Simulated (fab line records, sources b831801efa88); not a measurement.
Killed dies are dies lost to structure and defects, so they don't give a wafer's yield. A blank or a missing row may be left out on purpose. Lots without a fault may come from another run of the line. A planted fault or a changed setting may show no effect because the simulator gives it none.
A struck lot beside a sound one | flow sky130 | 17 steps out of a route of 708
Sound: wafers L740.2, L740.5, L740.6. Struck: wafers L743.2, L743.5, L743.6. The cause comes at the end.
At each step with rows: each side's tool, then ch and its chambers, then its first start. Under that, the readings that differ: sound wafers | struck wafers | difference of the means | sigmas: that difference in standard deviations of wafers without a fault.
alike: readings whose means differ by less than 2 such deviations, and words and numbers that are the same on both sides. not compared: withheld readings, readings that some wafer has no value for, bounds like >300 that may hide the same value, and numbers for which the record gives no deviation and whose values overlap.
The two part at a step that has a row with sigmas, a row that says differs or no value, or rows on one side only. Numbers that don't overlap but have no deviation are shown without sigmas and don't part them. A reading that every wafer of one side lacks parts them only if that side has two wafers or more.

first, 2 steps without rows for these wafers: SKY_LOCAL_INTERCONNECT_PEB_09; SKY_LOCAL_INTERCONNECT_DEVELOP_10 (develop time 60 s).
SKY_LOCAL_INTERCONNECT_CD_MEAS_11: target cd 170 nm.
  sound on cd_sem-02, day 34 07:41; struck on cd_sem-01, day 35 00:26
  alike: cd_nm
SKY_LOCAL_INTERCONNECT_OVL_MEAS_12:
  sound on overlay-02, day 34 07:48; struck on overlay-01, day 35 00:33
  alike: LOCAL_INTERCONNECT_OVL
SKY_LOCAL_INTERCONNECT_ETCH_13: etches BARC in N2/H2, stops on SiO2, time 45.9 s, target depth 60 nm.
  sound on rie_metal-03 ch 0,1, day 34 07:50; struck on rie_metal-04 ch 0,1, day 35 00:35
  reading                     | sound       | struck      | difference | sigmas
  drypump_motor_current_A (A) | 6.7 5.7 6.7 | 5.1 5.2 5.0 | -1.3       | -2
  alike: chamber_pressure_mTorr, oes_product_au, throttle_valve_pct
  not compared: rf_hours_counter_h
SKY_LOCAL_INTERCONNECT_METAL_ETCH_14: etches TiN in Cl2/BCl3, stops on PSG, target depth 110 nm, time 31.4 s.
  sound on rie_metal-03 ch 0,1, day 34 07:53; struck on rie_metal-04 ch 0,1, day 35 00:38
  reading                     | sound       | struck      | difference | sigmas
  drypump_motor_current_A (A) | 6.7 5.6 6.6 | 5.1 5.3 5.1 | -1.1       | -2
  alike: chamber_pressure_mTorr, oes_product_au, throttle_valve_pct
  not compared: rf_hours_counter_h
SKY_LOCAL_INTERCONNECT_STRIP_15: strips in O2/N2.
  sound on plasma_asher-02 ch 0,1, day 34 07:56; struck on plasma_asher-02 ch 0,1, day 35 00:41
  alike: chamber_pressure_mTorr, drypump_motor_current_A, oes_product_au, strip_time_to_endpoint_s
  not compared: rf_hours_counter_h
then, 3 steps without rows for these wafers: SKY_LOCAL_INTERCONNECT_STRIP_16 (strips in post etch residue remover, time 1200 s); SKY_LOCAL_INTERCONNECT_CLEAN_17 (cleans in IPA, time 180 s); SKY_LOCAL_INTERCONNECT_CLEAN_18 (cleans in O3/DIW).
SKY_CONTACT_CVD_00: deposits Si3N4, target thk 75 nm.
  sound on pecvd-03 ch 0,1, day 34 08:34; struck on pecvd-03 ch 0,2, day 35 01:17
  alike: heater_power_w
SKY_CONTACT_THK_MEAS_01:
  sound on film_metro-02, day 34 08:37; struck on film_metro-02, day 35 01:20
  alike: CONTACT_CVD_00_THK
SKY_CONTACT_HDPCVD_02: deposits SiO2, target thk 565 nm, time 94.2 s.
  sound on hdpcvd-01 ch 0,1,2, day 34 08:40; struck on hdpcvd-01 ch 0,2, day 35 01:23
  reading                                     | sound             | struck            | difference | sigmas
  run_length_s (s)                            | 122.0 122.1 121.8 | 110.4 110.6 110.9 | -11.3      | -25
  model.SiO2_of_CONTACT_HDPCVD_02.thk_nm (nm) | 574.6 571.3 570.3 | 497.6 495.6 503.4 | -73.2      |
  alike: pressure_mtorr, sih4_flow_sccm
SKY_CONTACT_THK_MEAS_03:
  sound on film_metro-01, day 34 08:44; struck on film_metro-02, day 35 01:47
  reading                 | sound       | struck      | difference | sigmas
  CONTACT_HDPCVD_THK (nm) | 574 572 571 | 497 496 503 | -74        | -17
  not compared: hold
SKY_CONTACT_CMP_04: polishes SiO2.
  sound on cmp-01 ch 0,1,3, day 34 08:53; struck on cmp-01 ch 0,1, day 35 05:08
  reading                | sound    | struck                                                                     | difference                   | sigmas
  hold                   | - - -    | await_dispo/3.3h/release await_dispo/3.3h/release await_dispo/3.3h/release | no value on the sound wafers |
  time_to_endpoint_s (s) | 89 81 88 | 58 57 60                                                                   | -28                          | -9
  alike: head_pressure_psi, motor_current_A, platen_rpm
SKY_CONTACT_BOW_MEAS_05:
  sound on film_metro-02, day 34 09:07; struck on film_metro-01, day 35 05:25
  alike: CONTACT_BOW
SKY_PAD_OPEN_PROBE_99:
  the record has rows for the sound wafers here (prober-01, day 48 16:15) and none for the struck ones

WHERE THEY PART
First at SKY_LOCAL_INTERCONNECT_ETCH_13; last, within this record, at SKY_PAD_OPEN_PROBE_99.

WHY: what the simulator had put in
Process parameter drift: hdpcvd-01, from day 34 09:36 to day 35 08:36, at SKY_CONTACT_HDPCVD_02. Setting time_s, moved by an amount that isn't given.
